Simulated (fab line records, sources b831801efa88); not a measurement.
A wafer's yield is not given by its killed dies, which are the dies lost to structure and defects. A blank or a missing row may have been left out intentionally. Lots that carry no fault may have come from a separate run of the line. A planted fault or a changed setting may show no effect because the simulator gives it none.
fab line records + flow sky130
[record]
- lots = 15
- wafers = 42
- last-day = 51
route steps=708 shown RES_PROTECT@215 POLY_GATE@218 RES_XHIGH@341 LOCAL_INTERCONNECT@387
lots with no fault: from the same line, run without faults
start-h: hours from the record's first day to the start of the lot's first wafer shown + wait-h: how many hours have passed since the lot's step before this one + " repeats the value in the row above + L1.1+2: several wafers, shown together as one row + - no value, or no start given + * or withheld: withheld + < > ~ a bound
route shown NAME@n: names a module that has steps shown in the file, with the first one's number in the route + usual: the fault-free wafers' mean and standard deviation + same: alike in all rows + chamber/n: place in a boat + sites: the reading at each site + _std_site: the values' standard deviation + _edge_site: the outer-site mean with the inner-site mean subtracted + radius-mm: for every site, how far away it sits from the centre of the wafer + mask NAME#n: copy n + behind: tool/chamber where the wafer was last shaped + hold: reason for holding the lot/hours on hold/outcome of the hold + device: the transistor (n, p or np) that didn't switch + end of line: tests of these same wafers at the route's end + a step with no rows: only its recipe + killed: dies that structure and defects cost at the first sort, which is not the same as the wafer's yield + map: a wafer's dies, marking killed ones x, the rest . and places with no die _
set.NAME: the setting the step ran with; set.NAME@STEP: the setting that earlier step ran with + model.NAME: the simulator's own value behind a step, which no gauge read
route steps across a sampled set of lots; one table per step, one row per wafer
services: the hour from which a tool's chamber was out of use, counted from the record's first day as start-h (under 0 if before that day), plus the number of hours and why
[[steps]]
[step SKY_RES_PROTECT_TW_MEAS_08]
[usual]
- POLY_GATE_TW = 4068/24
| lot.wafer | tool          | chamber | start-h | wait-h | POLY_GATE_TW |
|-----------|---------------|---------|---------|--------|--------------|
| L108.3    | film-metro-04 | -       | 341.72  | 0.1    | 4063         |
| L108.4    | "             | -       | "       | "      | 4045         |
| L108.6    | "             | -       | "       | "      | 4086         |
| L109.1    | film-metro-03 | -       | 346.79  | 0.1    | 4068         |
| L109.4    | "             | -       | "       | "      | 4066         |
| L109.5    | "             | -       | "       | "      | 4068         |
| L110.1    | film-metro-01 | -       | 352.35  | 0.1    | 4109         |
| L110.3    | "             | -       | "       | "      | 4085         |
| L110.5    | "             | -       | "       | "      | 4110         |
| L113.1    | film-metro-03 | -       | 380.90  | 0.1    | 4078         |
| L113.3    | "             | -       | "       | "      | 4055         |
| L113.4    | "             | -       | "       | "      | 4059         |
| L114.2    | film-metro-01 | -       | 389.85  | 0.1    | 4089         |
| L114.3    | "             | -       | "       | "      | 4099         |
| L114.4    | "             | -       | "       | "      | 4099         |
| L115.2    | film-metro-01 | -       | 398.96  | 0.1    | 4094         |
| L115.3    | "             | -       | "       | "      | 4082         |
| L115.6    | "             | -       | "       | "      | 4069         |
| L116.2    | film-metro-01 | -       | 408.71  | 0.1    | 4043         |
| L116.3    | "             | -       | "       | "      | 4068         |
| L116.4    | "             | -       | "       | "      | 4088         |
| L117.1    | film-metro-04 | -       | 414.29  | 0.1    | 4063         |
| L117.4    | "             | -       | "       | "      | 4041         |
| L117.6    | "             | -       | "       | "      | 4046         |
| L121.1    | film-metro-04 | -       | 453.50  | 0.1    | 4041         |
| L121.3    | "             | -       | "       | "      | 4056         |
| L121.5    | "             | -       | "       | "      | 4063         |
| L123.1    | film-metro-03 | -       | 466.80  | 0.1    | 4068         |
| L123.5    | "             | -       | "       | "      | 4071         |
| L124.1    | film-metro-01 | -       | 473.50  | 0.1    | 4099         |
| L124.6    | "             | -       | "       | "      | 4061         |
| L125.3    | film-metro-04 | -       | 485.67  | 0.1    | 4061         |
| L125.6    | "             | -       | "       | "      | 4074         |
| L129.2    | film-metro-03 | -       | 519.96  | 0.1    | 4053         |
| L129.4    | "             | -       | "       | "      | 4018         |
| L129.5    | "             | -       | "       | "      | 4041         |
| L130.2    | film-metro-01 | -       | 526.95  | 0.1    | 4068         |
| L130.4    | "             | -       | "       | "      | 4076         |
| L130.5    | "             | -       | "       | "      | 4083         |
| L131.1    | film-metro-04 | -       | 555.54  | 0.1    | 4047         |
| L131.3    | "             | -       | "       | "      | 4046         |
| L131.6    | "             | -       | "       | "      | 4064         |
[step SKY_POLY_GATE_THK_MEAS_04]
[recipe]
- reads = Si3N4_of_POLY_GATE_CVD_03
[usual]
- POLY_GATE_CVD_03_THK = 75.4/0.7
| lot.wafer | tool          | chamber | start-h | wait-h | POLY_GATE_CVD_03_THK[nm] |
|-----------|---------------|---------|---------|--------|--------------------------|
| L108.3    | film-metro-01 | -       | 343.58  | 0.0    | 75.1                     |
| L108.4    | "             | -       | "       | "      | 75.9                     |
| L108.6    | "             | -       | "       | "      | 75.1                     |
| L109.1    | film-metro-03 | -       | 348.26  | 0.0    | 75.3                     |
| L109.4    | "             | -       | "       | "      | 75.1                     |
| L109.5    | "             | -       | "       | "      | 75.9                     |
| L110.1    | film-metro-03 | -       | 353.81  | 0.0    | 75.1                     |
| L110.3    | "             | -       | "       | "      | 74.9                     |
| L110.5    | "             | -       | "       | "      | 75.0                     |
| L113.1    | film-metro-02 | -       | 382.37  | 0.0    | 74.6                     |
| L113.3    | "             | -       | "       | "      | 75.2                     |
| L113.4    | "             | -       | "       | "      | 75.1                     |
| L114.2    | film-metro-02 | -       | 391.32  | 0.0    | 75.3                     |
| L114.3    | "             | -       | "       | "      | 75.0                     |
| L114.4    | "             | -       | "       | "      | 75.7                     |
| L115.2    | film-metro-03 | -       | 400.56  | 0.0    | 75.9                     |
| L115.3    | "             | -       | "       | "      | 75.7                     |
| L115.6    | "             | -       | "       | "      | 75.8                     |
| L116.2    | film-metro-03 | -       | 412.45  | 0.0    | 76.7                     |
| L116.3    | "             | -       | "       | "      | 76.3                     |
| L116.4    | "             | -       | "       | "      | 76.5                     |
| L117.1    | film-metro-01 | -       | 415.76  | 0.0    | 75.4                     |
| L117.4    | "             | -       | "       | "      | 76.1                     |
| L117.6    | "             | -       | "       | "      | 76.2                     |
| L121.1    | film-metro-01 | -       | 454.97  | 0.0    | 75.0                     |
| L121.3    | "             | -       | "       | "      | 76.0                     |
| L121.5    | "             | -       | "       | "      | 75.3                     |
| L123.1    | film-metro-02 | -       | 468.32  | 0.0    | 76.3                     |
| L123.5    | "             | -       | "       | "      | 76.4                     |
| L124.1    | film-metro-01 | -       | 475.02  | 0.0    | 76.3                     |
| L124.6    | "             | -       | "       | "      | 75.6                     |
| L125.3    | film-metro-03 | -       | 487.14  | 0.0    | 73.8                     |
| L125.6    | "             | -       | "       | "      | 74.1                     |
| L129.2    | film-metro-03 | -       | 522.10  | 0.0    | 76.0                     |
| L129.4    | "             | -       | "       | "      | 75.8                     |
| L129.5    | "             | -       | "       | "      | 75.1                     |
| L130.2    | film-metro-01 | -       | 529.42  | 0.0    | 76.0                     |
| L130.4    | "             | -       | "       | "      | 75.6                     |
| L130.5    | "             | -       | "       | "      | 76.0                     |
| L131.1    | film-metro-03 | -       | 557.68  | 0.0    | 76.1                     |
| L131.3    | "             | -       | "       | "      | 75.2                     |
| L131.6    | "             | -       | "       | "      | 76.7                     |
[step SKY_RES_XHIGH_TW_MEAS_09]
[usual]
- RES_XHIGH_TW = 1641/22
| lot.wafer | tool          | chamber | start-h | wait-h | RES_XHIGH_TW |
|-----------|---------------|---------|---------|--------|--------------|
| L108.3    | film-metro-02 | -       | 616.30  | 0.1    | 1635         |
| L108.4    | "             | -       | "       | "      | 1621         |
| L108.6    | "             | -       | "       | "      | 1627         |
| L109.1    | film-metro-03 | -       | 620.98  | 0.1    | 1624         |
| L109.4    | "             | -       | "       | "      | 1634         |
| L109.5    | "             | -       | "       | "      | 1633         |
| L110.1    | film-metro-02 | -       | 627.94  | 0.1    | 1623         |
| L110.3    | "             | -       | "       | "      | 1629         |
| L110.5    | "             | -       | "       | "      | 1627         |
| L113.1    | film-metro-03 | -       | 659.25  | 0.1    | 1642         |
| L113.3    | "             | -       | "       | "      | 1645         |
| L113.4    | "             | -       | "       | "      | 1646         |
| L114.2    | film-metro-01 | -       | 666.70  | 0.1    | 1672         |
| L114.3    | "             | -       | "       | "      | 1669         |
| L114.4    | "             | -       | "       | "      | 1667         |
| L115.2    | film-metro-01 | -       | 678.44  | 0.1    | 1658         |
| L115.3    | "             | -       | "       | "      | 1671         |
| L115.6    | "             | -       | "       | "      | 1677         |
| L116.2    | film-metro-03 | -       | 685.35  | 0.1    | 1644         |
| L116.3    | "             | -       | "       | "      | 1653         |
| L116.4    | "             | -       | "       | "      | 1650         |
| L117.1    | film-metro-02 | -       | 688.48  | 0.1    | 1627         |
| L117.4    | "             | -       | "       | "      | 1632         |
| L117.6    | "             | -       | "       | "      | 1627         |
| L121.1    | film-metro-02 | -       | 725.39  | 0.1    | 1606         |
| L121.3    | "             | -       | "       | "      | 1601         |
| L121.5    | "             | -       | "       | "      | 1614         |
| L123.1    | film-metro-01 | -       | 734.58  | 0.1    | 1657         |
| L123.5    | "             | -       | "       | "      | 1659         |
| L124.1    | film-metro-02 | -       | 739.19  | 0.1    | 1617         |
| L124.6    | "             | -       | "       | "      | 1612         |
| L125.3    | film-metro-02 | -       | 750.80  | 0.1    | 1611         |
| L125.6    | "             | -       | "       | "      | 1619         |
| L129.2    | film-metro-03 | -       | 787.02  | 0.1    | 1645         |
| L129.4    | "             | -       | "       | "      | 1654         |
| L129.5    | "             | -       | "       | "      | 1636         |
| L130.2    | film-metro-02 | -       | 790.80  | 0.1    | 1623         |
| L130.4    | "             | -       | "       | "      | 1620         |
| L130.5    | "             | -       | "       | "      | 1615         |
| L131.1    | film-metro-01 | -       | 826.30  | 0.1    | 1656         |
| L131.3    | "             | -       | "       | "      | 1662         |
| L131.6    | "             | -       | "       | "      | 1664         |
[step SKY_LOCAL_INTERCONNECT_SPUTTER_00]
[recipe]
- material = TiN
- target-thk-nm = 100
- temp-c = 300
- power-w = 6500
- time-s = 83.3
- chamber-pressure-pa = 0.4
[usual]
- throttle-valve-pct = 30.3/0.83
| lot.wafer | tool           | chamber | start-h | wait-h | throttle-valve-pct |
|-----------|----------------|---------|---------|--------|--------------------|
| L108.3    | pvd-sputter-04 | -       | 676.96  | 0.2    | 31.0               |
| L108.4    | "              | -       | "       | "      | 28.6               |
| L108.6    | "              | -       | "       | "      | 28.6               |
| L109.1    | pvd-sputter-01 | -       | 682.01  | 0.1    | 30.9               |
| L109.4    | "              | -       | "       | "      | 30.1               |
| L109.5    | "              | -       | "       | "      | 30.4               |
| L110.1    | pvd-sputter-04 | -       | 688.39  | 0.2    | 30.3               |
| L110.3    | "              | -       | "       | "      | 29.9               |
| L110.5    | "              | -       | "       | "      | 30.5               |
| L113.1    | pvd-sputter-04 | -       | 717.87  | 0.1    | 28.2               |
| L113.3    | "              | -       | "       | "      | 29.6               |
| L113.4    | "              | -       | "       | "      | 30.7               |
| L114.2    | pvd-sputter-01 | -       | 725.22  | 0.2    | 30.2               |
| L114.3    | "              | -       | "       | "      | 30.8               |
| L114.4    | "              | -       | "       | "      | 31.5               |
| L115.2    | pvd-sputter-03 | -       | 736.42  | 0.2    | 29.0               |
| L115.3    | "              | -       | "       | "      | 30.8               |
| L115.6    | "              | -       | "       | "      | 31.0               |
| L116.2    | pvd-sputter-03 | -       | 743.56  | 0.2    | 30.9               |
| L116.3    | "              | -       | "       | "      | 30.4               |
| L116.4    | "              | -       | "       | "      | 29.1               |
| L117.1    | pvd-sputter-04 | -       | 746.51  | 0.2    | 30.5               |
| L117.4    | "              | -       | "       | "      | 30.7               |
| L117.6    | "              | -       | "       | "      | 30.3               |
| L121.1    | pvd-sputter-01 | -       | 783.63  | 0.2    | 30.9               |
| L121.3    | "              | -       | "       | "      | 30.8               |
| L121.5    | "              | -       | "       | "      | 30.7               |
| L123.1    | pvd-sputter-04 | -       | 790.69  | 0.1    | 29.6               |
| L123.5    | "              | -       | "       | "      | 30.6               |
| L124.1    | pvd-sputter-04 | -       | 795.87  | 0.2    | 30.4               |
| L124.6    | "              | -       | "       | "      | 29.9               |
| L125.3    | pvd-sputter-04 | -       | 806.46  | 0.1    | 28.7               |
| L125.6    | "              | -       | "       | "      | 30.8               |
| L129.2    | pvd-sputter-01 | -       | 842.99  | 0.1    | 31.7               |
| L129.4    | "              | -       | "       | "      | 30.6               |
| L129.5    | "              | -       | "       | "      | 31.4               |
| L130.2    | pvd-sputter-01 | -       | 844.91  | 0.1    | 30.2               |
| L130.4    | "              | -       | "       | "      | 31.2               |
| L130.5    | "              | -       | "       | "      | 31.5               |
| L131.1    | pvd-sputter-01 | -       | 881.56  | 0.2    | 30.9               |
| L131.3    | "              | -       | "       | "      | 29.9               |
| L131.6    | "              | -       | "       | "      | 30.0               |
[step SKY_LOCAL_INTERCONNECT_RS_MEAS_01]
[recipe]
- thk-meas-gauge = four-point-probe
- reads = TiN_of_LOCAL_INTERCONNECT_SPUTTER_00
[usual]
- LOCAL_INTERCONNECT_TIN_RS = 14.10/0.18
| lot.wafer | tool          | chamber | start-h | wait-h | LOCAL_INTERCONNECT_TIN_RS[ohm/sq] |
|-----------|---------------|---------|---------|--------|-----------------------------------|
| L108.3    | film-metro-04 | -       | 677.06  | 0.1    | 13.97                             |
| L108.4    | "             | -       | "       | "      | 14.17                             |
| L108.6    | "             | -       | "       | "      | 14.05                             |
| L109.1    | film-metro-04 | -       | 682.07  | 0.0    | 14.22                             |
| L109.4    | "             | -       | "       | "      | 14.32                             |
| L109.5    | "             | -       | "       | "      | 14.10                             |
| L110.1    | film-metro-01 | -       | 688.49  | 0.1    | 13.79                             |
| L110.3    | "             | -       | "       | "      | 14.11                             |
| L110.5    | "             | -       | "       | "      | 13.82                             |
| L113.1    | film-metro-01 | -       | 717.93  | 0.0    | 14.12                             |
| L113.3    | "             | -       | "       | "      | 14.27                             |
| L113.4    | "             | -       | "       | "      | 14.08                             |
| L114.2    | film-metro-03 | -       | 725.31  | 0.1    | 14.30                             |
| L114.3    | "             | -       | "       | "      | 14.10                             |
| L114.4    | "             | -       | "       | "      | 14.40                             |
| L115.2    | film-metro-03 | -       | 736.51  | 0.1    | 13.89                             |
| L115.3    | "             | -       | "       | "      | 14.36                             |
| L115.6    | "             | -       | "       | "      | 14.21                             |
| L116.2    | film-metro-04 | -       | 743.64  | 0.1    | 14.41                             |
| L116.3    | "             | -       | "       | "      | 14.58                             |
| L116.4    | "             | -       | "       | "      | 14.09                             |
| L117.1    | film-metro-03 | -       | 746.57  | 0.0    | 14.05                             |
| L117.4    | "             | -       | "       | "      | 14.06                             |
| L117.6    | "             | -       | "       | "      | 14.06                             |
| L121.1    | film-metro-03 | -       | 783.69  | 0.0    | 13.95                             |
| L121.3    | "             | -       | "       | "      | 13.84                             |
| L121.5    | "             | -       | "       | "      | 13.76                             |
| L123.1    | film-metro-04 | -       | 790.75  | 0.0    | 15.13                             |
| L123.5    | "             | -       | "       | "      | 14.24                             |
| L124.1    | film-metro-04 | -       | 795.94  | 0.0    | 14.67                             |
| L124.6    | "             | -       | "       | "      | 14.18                             |
| L125.3    | film-metro-01 | -       | 806.56  | 0.1    | 14.84                             |
| L125.6    | "             | -       | "       | "      | 14.18                             |
| L129.2    | film-metro-01 | -       | 843.07  | 0.1    | 14.18                             |
| L129.4    | "             | -       | "       | "      | 13.82                             |
| L129.5    | "             | -       | "       | "      | 14.20                             |
| L130.2    | film-metro-01 | -       | 844.99  | 0.1    | 13.72                             |
| L130.4    | "             | -       | "       | "      | 14.02                             |
| L130.5    | "             | -       | "       | "      | 14.21                             |
| L131.1    | film-metro-04 | -       | 881.62  | 0.0    | 13.94                             |
| L131.3    | "             | -       | "       | "      | 13.73                             |
| L131.6    | "             | -       | "       | "      | 13.78                             |
[step SKY_LOCAL_INTERCONNECT_THK_MEAS_02]
[recipe]
- thk-meas-gauge = xrf
- reads = TiN_of_LOCAL_INTERCONNECT_SPUTTER_00
[usual]
- LOCAL_INTERCONNECT_TIN_THK = 100.1/1.3
| lot.wafer | tool          | chamber | start-h | wait-h | LOCAL_INTERCONNECT_TIN_THK[nm] |
|-----------|---------------|---------|---------|--------|--------------------------------|
| L108.3    | film-metro-04 | -       | 677.16  | 0.1    | 101.1                          |
| L108.4    | "             | -       | "       | "      | 99.6                           |
| L108.6    | "             | -       | "       | "      | 101.0                          |
| L109.1    | film-metro-04 | -       | 682.19  | 0.1    | 99.5                           |
| L109.4    | "             | -       | "       | "      | 99.2                           |
| L109.5    | "             | -       | "       | "      | 99.9                           |
| L110.1    | film-metro-01 | -       | 688.61  | 0.1    | 102.4                          |
| L110.3    | "             | -       | "       | "      | 100.5                          |
| L110.5    | "             | -       | "       | "      | 102.3                          |
| L113.1    | film-metro-01 | -       | 718.05  | 0.1    | 99.6                           |
| L113.3    | "             | -       | "       | "      | 98.9                           |
| L113.4    | "             | -       | "       | "      | 100.1                          |
| L114.2    | film-metro-03 | -       | 725.42  | 0.1    | 98.4                           |
| L114.3    | "             | -       | "       | "      | 99.5                           |
| L114.4    | "             | -       | "       | "      | 98.0                           |
| L115.2    | film-metro-03 | -       | 736.62  | 0.1    | 101.8                          |
| L115.3    | "             | -       | "       | "      | 97.8                           |
| L115.6    | "             | -       | "       | "      | 98.7                           |
| L116.2    | film-metro-04 | -       | 743.75  | 0.1    | 97.9                           |
| L116.3    | "             | -       | "       | "      | 97.0                           |
| L116.4    | "             | -       | "       | "      | 99.7                           |
| L117.1    | film-metro-03 | -       | 746.69  | 0.1    | 100.4                          |
| L117.4    | "             | -       | "       | "      | 99.6                           |
| L117.6    | "             | -       | "       | "      | 99.8                           |
| L121.1    | film-metro-03 | -       | 783.81  | 0.1    | 100.7                          |
| L121.3    | "             | -       | "       | "      | 102.0                          |
| L121.5    | "             | -       | "       | "      | 102.6                          |
| L123.1    | film-metro-04 | -       | 790.87  | 0.1    | 94.2                           |
| L123.5    | "             | -       | "       | "      | 99.9                           |
| L124.1    | film-metro-04 | -       | 796.06  | 0.1    | 96.5                           |
| L124.6    | "             | -       | "       | "      | 99.9                           |
| L125.3    | film-metro-01 | -       | 806.66  | 0.1    | 95.5                           |
| L125.6    | "             | -       | "       | "      | 99.7                           |
| L129.2    | film-metro-01 | -       | 843.18  | 0.1    | 99.3                           |
| L129.4    | "             | -       | "       | "      | 101.7                          |
| L129.5    | "             | -       | "       | "      | 99.3                           |
| L130.2    | film-metro-01 | -       | 845.10  | 0.1    | 103.1                          |
| L130.4    | "             | -       | "       | "      | 100.2                          |
| L130.5    | "             | -       | "       | "      | 98.9                           |
| L131.1    | film-metro-04 | -       | 881.74  | 0.1    | 101.9                          |
| L131.3    | "             | -       | "       | "      | 103.0                          |
| L131.6    | "             | -       | "       | "      | 103.0                          |
[step SKY_LOCAL_INTERCONNECT_METAL_ETCH_14]
[recipe]
- target-depth-nm = 110
- stop-on = PSG
- chemistry = Cl2/BCl3
- target = TiN
- resist-sidewall-deg = 88
- pressure-mtorr = 10
- icp-w = 900
- bias-w = 48.5
- Cl2_flow_sccm = 60
- bcl3-flow-sccm = 30
- time-s = 31.4
[usual]
- drypump-motor-current-A = 5.8/0.55
- he-backside-leak-sccm = 3.5/0.51
- oes-product-au = 0.942/0.0083
- throttle-valve-pct = 21.900/0.011
[same]
- time-s = 31.4
| lot.wafer | tool         | chamber | start-h | wait-h | drypump-motor-current-A | he-backside-leak-sccm | oes-product-au | rf-hours-counter-h | throttle-valve-pct |
|-----------|--------------|---------|---------|--------|-------------------------|-----------------------|----------------|--------------------|--------------------|
| L108.3    | rie-metal-04 | 0       | 705.80  | 0.1    | 6.7                     | 3.2                   | 0.947          | -                  | 21.886             |
| L108.4    | "            | 0       | "       | "      | 6.7                     | 3.2                   | 0.947          | -                  | 21.904             |
| L108.6    | "            | 0       | "       | "      | 6.7                     | 3.4                   | 0.945          | -                  | 21.902             |
| L109.1    | rie-metal-01 | 0       | 710.27  | 0.0    | 5.4                     | 3.2                   | 0.938          | 2                  | 21.911             |
| L109.4    | "            | 1       | "       | "      | 5.4                     | 3.5                   | 0.936          | -                  | 21.912             |
| L109.5    | "            | 0       | "       | "      | 5.4                     | 3.3                   | 0.949          | -                  | 21.918             |
| L110.1    | rie-metal-03 | 1       | 715.92  | 0.0    | 4.8                     | 3.3                   | 0.960          | 7                  | 21.902             |
| L110.3    | "            | 1       | "       | "      | 4.8                     | 3.3                   | 0.945          | -                  | 21.902             |
| L110.5    | "            | 1       | "       | "      | 4.8                     | 3.6                   | 0.958          | -                  | 21.882             |
| L113.1    | rie-metal-03 | 1       | 746.07  | 0.0    | 4.8                     | 3.1                   | 0.944          | 8                  | 21.888             |
| L113.3    | "            | 1       | "       | "      | 4.8                     | 3.5                   | 0.933          | -                  | 21.893             |
| L113.4    | "            | 0       | "       | "      | 6.0                     | 6.3                   | 0.937          | -                  | 21.900             |
| L114.2    | rie-metal-01 | 0       | 753.58  | 0.0    | 5.4                     | 3.3                   | 0.928          | 3                  | 21.910             |
| L114.3    | "            | 1       | "       | "      | 5.4                     | 3.4                   | 0.945          | -                  | 21.906             |
| L114.4    | "            | 0       | "       | "      | 5.4                     | 3.3                   | 0.932          | -                  | 21.912             |
| L115.2    | rie-metal-03 | 0       | 764.45  | 0.1    | 6.0                     | 3.4                   | 0.959          | -                  | 21.890             |
| L115.3    | "            | 0       | "       | "      | 6.0                     | 3.4                   | 0.935          | -                  | 21.906             |
| L115.6    | "            | 0       | "       | "      | 6.0                     | 3.5                   | 0.933          | -                  | 21.901             |
| L116.2    | rie-metal-01 | 0       | 773.53  | 0.1    | 5.4                     | 3.2                   | 0.928          | -                  | 21.909             |
| L116.3    | "            | 0       | "       | "      | 5.4                     | 3.2                   | 0.918          | -                  | 21.913             |
| L116.4    | "            | 0       | "       | "      | 5.4                     | 3.4                   | 0.952          | -                  | 21.896             |
| L117.1    | rie-metal-01 | 0       | 775.19  | 0.1    | 5.4                     | 3.3                   | 0.946          | 4                  | 21.901             |
| L117.4    | "            | 0       | "       | "      | 5.4                     | 3.3                   | 0.950          | -                  | 21.898             |
| L117.6    | "            | 0       | "       | "      | 5.4                     | 3.3                   | 0.940          | -                  | 21.907             |
| L121.1    | rie-metal-04 | 0       | 809.62  | 0.0    | 6.7                     | 3.3                   | 0.949          | 16                 | 21.902             |
| L121.3    | "            | 1       | "       | "      | 6.2                     | 3.3                   | 0.957          | -                  | 21.882             |
| L121.5    | "            | 1       | "       | "      | 6.2                     | 3.5                   | 0.953          | -                  | 21.896             |
| L123.1    | rie-metal-04 | 1       | 817.12  | 0.0    | 6.2                     | 3.4                   | 0.906          | 3                  | 21.923             |
| L123.5    | "            | 1       | "       | "      | 6.2                     | 3.3                   | 0.939          | -                  | 21.907             |
| L124.1    | rie-metal-04 | 1       | 822.22  | 0.0    | 6.2                     | 3.4                   | 0.915          | 4                  | 21.929             |
| L124.6    | "            | 0       | "       | "      | 6.7                     | 3.3                   | 0.940          | -                  | 21.899             |
| L125.3    | rie-metal-04 | 0       | 833.13  | 0.0    | 6.7                     | 3.2                   | 0.907          | -                  | 21.930             |
| L125.6    | "            | 0       | "       | "      | 6.7                     | 3.2                   | 0.930          | -                  | 21.904             |
| L129.2    | rie-metal-01 | 1       | 869.37  | 0.0    | 5.4                     | 6.5                   | 0.944          | 2                  | 21.881             |
| L129.4    | "            | 0       | "       | "      | 5.4                     | 3.4                   | 0.951          | -                  | 21.894             |
| L129.5    | "            | 0       | "       | "      | 5.4                     | 3.3                   | 0.935          | -                  | 21.892             |
| L130.2    | rie-metal-04 | 0       | 871.76  | 0.0    | 6.7                     | 3.3                   | 0.955          | 18                 | 21.870             |
| L130.4    | "            | 1       | "       | "      | 6.2                     | 3.1                   | 0.949          | -                  | 21.905             |
| L130.5    | "            | 1       | "       | "      | 6.2                     | 3.3                   | 0.942          | -                  | 21.896             |
| L131.1    | rie-metal-04 | 1       | 906.78  | 0.1    | 6.2                     | 3.3                   | 0.947          | 9                  | 21.872             |
| L131.3    | "            | 1       | "       | "      | 6.2                     | 3.2                   | 0.965          | -                  | 21.896             |
| L131.6    | "            | 1       | "       | "      | 6.2                     | 3.4                   | 0.959          | -                  | 21.896             |
[[services]]
| tool           | chamber | start-h | hours | kind           |
|----------------|---------|---------|-------|----------------|
| rie-metal-03   | 1       | 657.10  | 42.3  | repair         |
| pvd-sputter-04 | -       | 696.75  | 2.5   | repair         |
| rie-metal-04   | 1       | 698.27  | -     | clean          |
| rie-metal-04   | 1       | 698.27  | 22.3  | scheduled-down |
| rie-metal-04   | 1       | 698.27  | 22.3  | vent-cycle     |
| rie-metal-03   | 0       | 699.37  | -     | clean          |
| rie-metal-01   | -       | 724.78  | 1.4   | pm             |
| rie-metal-03   | 1       | 729.00  | 14.5  | repair         |
| pvd-sputter-04 | -       | 731.81  | 1.0   | repair         |
| pvd-sputter-03 | -       | 741.38  | 0.8   | repair         |
| rie-metal-03   | 1       | 753.89  | 61.3  | repair         |
| rie-metal-01   | 1       | 760.15  | 20.5  | repair         |
| rie-metal-03   | 0       | 784.91  | 6.7   | repair         |
| rie-metal-04   | -       | 786.14  | 4.3   | pm             |
| rie-metal-01   | 1       | 797.82  | -     | clean          |
| rie-metal-01   | 1       | 797.82  | 15.2  | scheduled-down |
| rie-metal-01   | 1       | 797.82  | 15.2  | vent-cycle     |
| rie-metal-01   | -       | 803.63  | 0.2   | repair         |
| pvd-sputter-01 | -       | 863.33  | 0.8   | repair         |
| rie-metal-04   | -       | 874.29  | 0.3   | repair         |
| rie-metal-04   | 0       | 879.64  | -     | clean          |
| rie-metal-04   | 0       | 879.64  | 28.1  | scheduled-down |
| rie-metal-04   | 0       | 879.64  | 28.1  | vent-cycle     |
| rie-metal-04   | -       | 896.08  | 1.0   | repair         |
[[key]]
[first-sign]
- step = SKY_LOCAL_INTERCONNECT_RS_MEAS_01
- reading = LOCAL_INTERCONNECT_TIN_RS
- direction = up
- sigmas = 4.4
- usual = 14.10
- struck = 14.88
[effect]
- step = SKY_LOCAL_INTERCONNECT_THK_MEAS_02
- reading = LOCAL_INTERCONNECT_TIN_THK
- direction = down
- sigmas = 3.6
- usual = 100.1
- struck = 95.4
[effect]
- step = SKY_LOCAL_INTERCONNECT_METAL_ETCH_14
- reading = oes-product-au
- direction = down
- sigmas = 4
- usual = 0.942
- struck = 0.909
met-at SKY_LOCAL_INTERCONNECT_SPUTTER_00
struck-lots L123,L124,L125
struck-wafers L123.1,L124.1,L125.3
sort-left-out L125.3
tester-left-out L123,L124,L125
not-acting-at SKY_RES_PROTECT_TW_MEAS_08,SKY_POLY_GATE_THK_MEAS_04,SKY_RES_XHIGH_TW_MEAS_09
onset-between 746.51 790.69
[fault]
- kind = process-parameter-drift
- tool = pvd-sputter-04
- chamber = -
- onset-h = 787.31
- steps = SKY_LOCAL_INTERCONNECT_SPUTTER_00
- channel = target-thk-nm
- offset = -5.078
- shape = step
- end-h = 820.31
- scope = struck-wafers-only
- acts-in = these-recipes-only
- stated = 100
// tester-left-out: of these lots the tester's yield and bins aren't shown, on N5 and GAA mostly nor the transistor test; their killed dies are dies lost to structure and defects alone, not to doping, threshold or leakage, so they don't give the yield
// sort-left-out: the simulated sort isn't trusted on such a fault, so these wafers' sort isn't shown, and their yield isn't known
